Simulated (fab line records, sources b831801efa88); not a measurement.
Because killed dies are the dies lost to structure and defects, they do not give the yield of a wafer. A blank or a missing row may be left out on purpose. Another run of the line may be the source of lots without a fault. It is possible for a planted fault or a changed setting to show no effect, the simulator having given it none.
fab line records	flow sfq_line
record lots=6	wafers=18	last_day=81
route steps=325 shown I4@174 JJ@178
lots that met no fault: taken from a fault-free run of the same line
start_h: the number of hours between the record's first day and the start of the first shown wafer of the lot	wait_h: how many hours have passed since the lot's step before this one	" the same as in the row above	L1.1+2: a row that stands for several wafers	- no value, or no start given	* or withheld: withheld	< > ~ a bound
route shown NAME@n: names a module that has steps shown in the file, with the first one's number in the route	usual: mean/standard deviation taken from wafers without a fault	same: alike in all rows	chamber/n: place in a boat	sites: each site's reading	_std_site: the standard deviation of these	_edge_site: the outer-site mean with the inner-site mean subtracted	radius_mm: for every site, how far away it sits from the centre of the wafer	mask NAME#n: copy n	behind: the most recent tool/chamber to have shaped the wafer	hold: why the lot was held/for how many hours/how that ended	device: which transistor (n, p or np) failed to switch	end of line: tests of these same wafers at the route's end	a step given without rows: its recipe and nothing more	killed: not the wafer's yield, but the dies lost to structure and defects at the first sort	map: shows each die of a wafer: x if killed, . if not, _ if none is there
set.NAME: the setting as run; set.NAME@STEP: as run at that earlier step	model.NAME: the simulator's own value behind a step, which no gauge read
a table for each step, a row for each wafer; lots at some steps of the route
services: the hour from which a tool's chamber was out of use, counted from the record's first day as start_h (under 0 if before that day), plus the number of hours and why
## steps
# step SFQ_TRILAYER_I4_VIA_BARC_OPEN_VIA_ETCH_146
# recipe mask_material=PR	chemistry=O2	target_depth_nm=125	target=BARC	source_w=500	bias_w=80	pressure_mtorr=30	time_s=41.7
# step SFQ_TRILAYER_I4_VIA_ETCH_VIA_ETCH_106
# recipe target=SiO2	stop_on=Nb	mask_material=PR	taper_deg=20	chemistry=CHF3	target_depth_nm=260	source_w=500	bias_w=80	pressure_mtorr=30	time_s=withheld
# step SFQ_TRILAYER_I4_VIA_STRIP_STRIP_107
# recipe gas=O2	power_w=200	platen_temp_c=40	overash_fraction=0.65	chemistry=O2	pressure_mtorr=50
# usual drypump_motor_current_A=5.8/0.31	oes_product_au=1.003/0.0076
lot.wafer	tool	chamber	start_h	wait_h	drypump_motor_current_A	oes_product_au	rf_hours_counter_h
L822.1	rie_metal-03	1	1030.86	-	6.3	1.000	111
L822.2	"	0	"	"	5.7	1.005	123
L822.3	"	1	"	"	6.3	0.989	-
L832.3	rie_metal-01	1	1308.73	-	5.8	1.001	-
L832.4	"	0	"	"	5.7	1.009	-
L832.6	"	0	"	"	5.7	1.013	-
L833.3	rie_metal-01	1	1313.53	-	5.8	0.995	-
L833.5	"	0	"	"	5.7	0.999	-
L833.6	"	1	"	"	5.8	0.996	-
L834.1	rie_metal-01	1	1321.73	-	5.8	1.002	28
L834.2	"	0	"	"	5.7	1.002	45
L834.5	"	0	"	"	5.7	1.006	-
L843.1	rie_metal-03	1	1421.48	-	6.3	1.009	27
L843.2	"	0	"	"	5.7	1.003	40
L843.6	"	1	"	"	6.3	1.002	-
L844.1	rie_metal-03	1	1431.21	-	6.3	1.003	28
L844.2	"	0	"	"	5.7	1.010	41
L844.4	"	1	"	"	6.3	1.006	-
# step SFQ_TRILAYER_I4_VIA_STRIP_SOLV_CLEAN_108
# recipe chemistry=NMP	temp_c=70	time_s=600
# step SFQ_TRILAYER_JJ_TRILAYER_DEP_PRE_CLEAN_113
# recipe gas=Ar	time_s=22.5	bias_v=250
# step SFQ_TRILAYER_JJ_TRILAYER_DEP_SPUTTER_109
# recipe material=Nb	base_pressure_pa=1.33e-06	chamber_pressure_pa=0.1333	substrate_temp_c=20	target_thk_nm=150	power_w=2000	time_s=100
# step SFQ_TRILAYER_JJ_TRILAYER_DEP_SPUTTER_110
# recipe material=Al	base_pressure_pa=1.33e-06	target_thk_nm=8	power_w=500	time_s=10	chamber_pressure_pa=0.4
# usual throttle_valve_pct=30.1/0.6
lot.wafer	tool	chamber	start_h	wait_h	throttle_valve_pct
L822.1	pvd_sputter-04	-	1031.74	0.0	30.6
L822.2	"	-	"	"	30.1
L822.3	"	-	"	"	28.3
L832.3	pvd_sputter-03	-	1309.42	0.0	31.0
L832.4	"	-	"	"	29.7
L832.6	"	-	"	"	29.9
L833.3	pvd_sputter-04	-	1314.22	0.0	28.5
L833.5	"	-	"	"	30.2
L833.6	"	-	"	"	28.6
L834.1	pvd_sputter-04	-	1322.62	0.0	28.3
L834.2	"	-	"	"	29.8
L834.5	"	-	"	"	29.9
L843.1	pvd_sputter-04	-	1422.36	0.0	30.6
L843.2	"	-	"	"	29.7
L843.6	"	-	"	"	30.8
L844.1	pvd_sputter-04	-	1432.08	0.0	30.5
L844.2	"	-	"	"	29.7
L844.4	"	-	"	"	31.0
# step SFQ_TRILAYER_JJ_TRILAYER_DEP_AL_OXIDATION_111
# recipe pressure_mbar=0.014667	oxidation_time_s=600	temperature_k=293
# step SFQ_TRILAYER_JJ_TRILAYER_DEP_SPUTTER_112
# recipe material=Nb	base_pressure_pa=1.33e-06	chamber_pressure_pa=0.1333	substrate_temp_c=20	target_thk_nm=170	power_w=2000	time_s=113.3
# usual throttle_valve_pct=30.1/0.58
lot.wafer	tool	chamber	start_h	wait_h	throttle_valve_pct
L822.1	pvd_sputter-04	-	1032.76	0.5	30.6
L822.2	"	-	"	"	29.9
L822.3	"	-	"	"	28.6
L832.3	pvd_sputter-03	-	1310.44	0.5	30.6
L832.4	"	-	"	"	29.7
L832.6	"	-	"	"	29.9
L833.3	pvd_sputter-04	-	1315.24	0.5	28.6
L833.5	"	-	"	"	30.7
L833.6	"	-	"	"	28.5
L834.1	pvd_sputter-04	-	1323.78	0.6	28.5
L834.2	"	-	"	"	30.1
L834.5	"	-	"	"	29.7
L843.1	pvd_sputter-04	-	1423.38	0.5	30.9
L843.2	"	-	"	"	29.9
L843.6	"	-	"	"	30.7
L844.1	pvd_sputter-04	-	1433.11	0.5	30.5
L844.2	"	-	"	"	29.8
L844.4	"	-	"	"	30.7
# step SFQ_JJ_RS_MEAS_929
# recipe thk_meas_gauge=four-point-probe	reads=Nb_of_TRILAYER_JJ_TRILAYER_DEP_SPUTTER_112
# usual JJ_NB_RS=1.046/0.012
lot.wafer	tool	chamber	start_h	wait_h	JJ_NB_RS[ohm/sq]
L822.1	film_metro-02	-	1032.84	0.0	1.057
L822.2	"	-	"	"	1.047
L822.3	"	-	"	"	1.044
L832.3	film_metro-02	-	1310.56	0.1	1.053
L832.4	"	-	"	"	1.070
L832.6	"	-	"	"	1.058
L833.3	film_metro-01	-	1315.36	0.1	1.048
L833.5	"	-	"	"	1.070
L833.6	"	-	"	"	1.052
L834.1	film_metro-02	-	1323.86	0.0	1.042
L834.2	"	-	"	"	1.053
L834.5	"	-	"	"	1.046
L843.1	film_metro-01	-	1423.46	0.0	1.065
L843.2	"	-	"	"	1.072
L843.6	"	-	"	"	1.064
L844.1	film_metro-03	-	1433.18	0.0	1.060
L844.2	"	-	"	"	1.056
L844.4	"	-	"	"	1.051
# step SFQ_TRILAYER_JJ_CE_LITHO_COAT_119
# recipe resist=BARC	spin_rpm=3000	resist_thk_nm=62
# step SFQ_TRILAYER_JJ_CE_LITHO_COAT_114
# recipe resist=KrF	spin_rpm=3000	resist_thk_nm=600
# usual resist_line_temp_C=23.01/0.12	spin_speed_rpm=3000.1/1.9
lot.wafer	tool	chamber	start_h	wait_h	resist_line_temp_C	spin_speed_rpm	model.KrF_of_TRILAYER_JJ_CE_LITHO_COAT_114.thk_nm
L822.1	litho_track-01	0	1033.37	0.2	23.09	3002.6	602.3
L822.2	"	0	"	"	22.95	3001.0	600.5
L822.3	"	0	"	"	23.05	3000.0	601
L832.3	litho_track-04	0	1311.10	0.2	23.03	3001.6	600.9
L832.4	"	0	"	"	22.97	3000.5	598.7
L832.6	"	0	"	"	22.93	3003.6	599.8
L833.3	litho_track-01	0	1315.90	0.2	23.11	2930.9	605.6
L833.5	"	0	"	"	23.10	2932.9	606.6
L833.6	"	0	"	"	23.11	2930.0	606.8
L834.1	litho_track-01	0	1324.34	0.2	22.79	2931.7	606.4
L834.2	"	0	"	"	22.79	2931.9	607.2
L834.5	"	0	"	"	22.86	2932.5	606.7
L843.1	litho_track-03	0	1423.94	0.2	23.13	2998.0	600.8
L843.2	"	0	"	"	23.07	3002.1	599.9
L843.6	"	0	"	"	22.97	2997.6	602.2
L844.1	litho_track-03	0	1433.66	0.2	23.02	3005.5	601.1
L844.2	"	0	"	"	22.99	3002.4	601.8
L844.4	"	0	"	"	22.82	3001.2	601.2
# step SFQ_TRILAYER_JJ_CE_LITHO_SOFTBAKE_118
# recipe temp_c=withheld	time_s=withheld	resist=KrF
# step SFQ_TRILAYER_JJ_CE_LITHO_EXPOSE_115
# recipe mask_id=J5	na=0.6	source_shape=conventional	sigma_outer=0.65	target_cd_nm=700	dose_mj=14.4
# step SFQ_TRILAYER_JJ_CE_LITHO_PEB_117
# recipe peb_temp_c=115	peb_time_s=60	resist=KrF
# step SFQ_TRILAYER_JJ_CE_LITHO_DEVELOP_116
# recipe time_s=60	resist=KrF
# step SFQ_JJ_OVL_MEAS_931
# usual J5_OVL=1/5
lot.wafer	tool	chamber	start_h	wait_h	J5_OVL[nm]
L822.1	overlay-01	-	1060.84	0.1	0
L822.2	"	-	"	"	0
L822.3	"	-	"	"	-3
L832.3	overlay-01	-	1314.15	0.1	2
L832.4	"	-	"	"	3
L832.6	"	-	"	"	1
L833.3	overlay-02	-	1318.50	0.1	1
L833.5	"	-	"	"	-2
L833.6	"	-	"	"	0
L834.1	overlay-02	-	1345.31	0.1	1
L834.2	"	-	"	"	-3
L834.5	"	-	"	"	-8
L843.1	overlay-02	-	1537.16	0.1	-8
L843.2	"	-	"	"	-4
L843.6	"	-	"	"	-5
L844.1	overlay-01	-	1546.25	0.1	-4
L844.2	"	-	"	"	1
L844.4	"	-	"	"	0
# step SFQ_TRILAYER_JJ_CE_METRO_MEASURE_117
# usual cd_nm=700.0/1.3
lot.wafer	tool	chamber	start_h	wait_h	cd_nm
L822.1	cd_sem-02	-	1060.87	0.0	699.3
L822.2	"	-	"	"	698.3
L822.3	"	-	"	"	699.0
L832.3	cd_sem-02	-	1314.57	0.4	699.4
L832.4	"	-	"	"	700.2
L832.6	"	-	"	"	701.5
L833.3	cd_sem-01	-	1318.92	0.4	698.1
L833.5	"	-	"	"	697.5
L833.6	"	-	"	"	697.7
L834.1	cd_sem-02	-	1345.35	0.0	700.0
L834.2	"	-	"	"	700.4
L834.5	"	-	"	"	698.6
L843.1	cd_sem-01	-	1537.20	0.0	699.8
L843.2	"	-	"	"	698.3
L843.6	"	-	"	"	699.8
L844.1	cd_sem-02	-	1546.29	0.0	700.2
L844.2	"	-	"	"	700.7
L844.4	"	-	"	"	701.6
# step SFQ_TRILAYER_JJ_CE_BARC_OPEN_RIE_150
# recipe mask_material=PR	chemistry=O2	target_depth_nm=240	target=BARC	icp_w=600	bias_w=80	pressure_mtorr=10	time_s=80
# usual drypump_motor_current_A=6.04/0.29	oes_product_au=0.537/0.0044
lot.wafer	tool	chamber	start_h	wait_h	drypump_motor_current_A	oes_product_au	rf_hours_counter_h
L822.1	rie_metal-03	1	1062.07	1.0	6.33	0.539	116
L822.2	"	0	"	"	5.74	0.541	129
L822.3	"	1	"	"	6.33	0.539	-
L832.3	rie_metal-03	1	1315.40	0.6	6.30	0.536	-
L832.4	"	0	"	"	5.74	0.533	-
L832.6	"	0	"	"	5.73	0.536	-
L833.3	rie_metal-03	0	1319.75	0.6	5.74	0.541	-
L833.5	"	0	"	"	5.71	0.537	-
L833.6	"	1	"	"	6.32	0.533	-
L834.1	rie_metal-03	0	1346.55	1.0	5.73	0.532	29
L834.2	"	1	"	"	6.31	0.530	16
L834.5	"	0	"	"	5.74	0.533	-
L843.1	rie_metal-02	1	1538.40	1.0	6.21	0.534	37
L843.2	"	0	"	"	6.34	0.538	110
L843.6	"	1	"	"	6.22	0.538	-
L844.1	rie_metal-02	0	1547.49	1.0	6.34	0.541	111
L844.2	"	1	"	"	6.25	0.543	38
L844.4	"	1	"	"	6.24	0.543	-
# step SFQ_TRILAYER_JJ_CE_ETCH_RIE_118
# recipe target=Nb	stop_on=Al2O3	mask_material=PR	taper_deg=13.257	over_etch_frac=0.15	time_s=97.7	chemistry=SF6	target_depth_nm=170	icp_w=600	bias_w=80	pressure_mtorr=10
# usual drypump_motor_current_A=6.04/0.28	oes_product_au=0.989/0.0076
lot.wafer	tool	chamber	start_h	wait_h	drypump_motor_current_A	oes_product_au	rf_hours_counter_h	model.KrF_of_TRILAYER_JJ_CE_LITHO_COAT_114.thk_nm
L822.1	rie_metal-03	1	1062.16	0.1	6.34	0.967	116	482.2
L822.2	"	0	"	"	5.74	0.991	129	478.3
L822.3	"	1	"	"	6.34	0.980	-	480.5
L832.3	rie_metal-03	1	1315.50	0.1	6.33	0.986	-	477.6
L832.4	"	0	"	"	5.73	0.981	-	474.8
L832.6	"	0	"	"	5.73	0.993	-	475.9
L833.3	rie_metal-03	0	1319.85	0.1	5.75	0.990	-	481.1
L833.5	"	0	"	"	5.71	0.979	-	482.1
L833.6	"	1	"	"	6.33	0.997	-	482.7
L834.1	rie_metal-03	0	1346.64	0.1	5.72	0.990	29	484.3
L834.2	"	1	"	"	6.32	0.975	16	484.2
L834.5	"	0	"	"	5.74	0.983	-	483.9
L843.1	rie_metal-02	1	1538.49	0.1	6.24	0.980	37	478.2
L843.2	"	0	"	"	6.38	0.975	110	476.6
L843.6	"	1	"	"	6.25	0.982	-	479.1
L844.1	rie_metal-02	0	1547.58	0.1	6.34	0.991	111	477.2
L844.2	"	1	"	"	6.23	0.974	38	479.5
L844.4	"	1	"	"	6.25	0.986	-	479.1
# step SFQ_TRILAYER_JJ_ANODIZE_ANODIZE_119
# recipe current_density_ma_cm2=withheld	end_current_density_ma_cm2=withheld	bath_temp_c=withheld
## services
tool	chamber	start_h	hours	kind
cd_sem-02	-	1019.80	0.7	pm
pvd_sputter-04	-	1094.16	7.4	repair
cd_sem-02	-	1122.56	0.5	pm
cd_sem-02	-	1133.41	0.5	pm
pvd_sputter-04	-	1137.24	7.1	repair
cd_sem-02	-	1138.25	0.6	pm
rie_metal-01	0	1154.19	8.4	repair
pvd_sputter-04	-	1173.64	4.1	repair
rie_metal-02	-	1191.53	2.8	pm
rie_metal-02	-	1209.95	1.0	repair
cd_sem-02	-	1289.80	1.7	pm
pvd_sputter-04	-	1301.26	4.8	repair
cd_sem-02	-	1307.31	1.5	pm
cd_sem-02	-	1317.41	1.2	pm
cd_sem-02	-	1322.25	0.5	pm
rie_metal-01	-	1399.62	1.2	repair
rie_metal-03	-	1402.07	0.6	repair
pvd_sputter-04	-	1410.27	3.9	repair
rie_metal-03	-	1432.40	2.8	pm
rie_metal-01	1	1433.67	11.6	repair
cd_sem-02	-	1491.22	1.0	pm
cd_sem-02	-	1501.41	2.1	pm
cd_sem-02	-	1506.25	1.7	pm
rie_metal-03	-	1540.31	0.3	repair
## key
first_sign step=SFQ_TRILAYER_JJ_CE_LITHO_COAT_114	reading=spin_speed_rpm	direction=down	sigmas=36	usual=3000.1	struck=2931.6
effect none on later readings
model_effect step=SFQ_TRILAYER_JJ_CE_LITHO_COAT_114	value=KrF_of_TRILAYER_JJ_CE_LITHO_COAT_114.thk_nm	without=599.6	struck=606.6
model_effect step=SFQ_TRILAYER_JJ_CE_ETCH_RIE_118	value=KrF_of_TRILAYER_JJ_CE_LITHO_COAT_114.thk_nm	without=476.1	struck=483.1
met_at SFQ_TRILAYER_JJ_CE_LITHO_COAT_114
struck_wafers L833.3,L833.5,L833.6,L834.1,L834.2,L834.5
onset_between 1033.37 1315.90
fault kind=process_parameter_drift	tool=litho_track-01	chamber=-	onset_h=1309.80	steps=SFQ_TRILAYER_JJ_CE_LITHO_COAT_114	channel=spin_rpm	offset=-68.771	shape=step	end_h=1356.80	acts_in=these_recipes_only	stated=3000
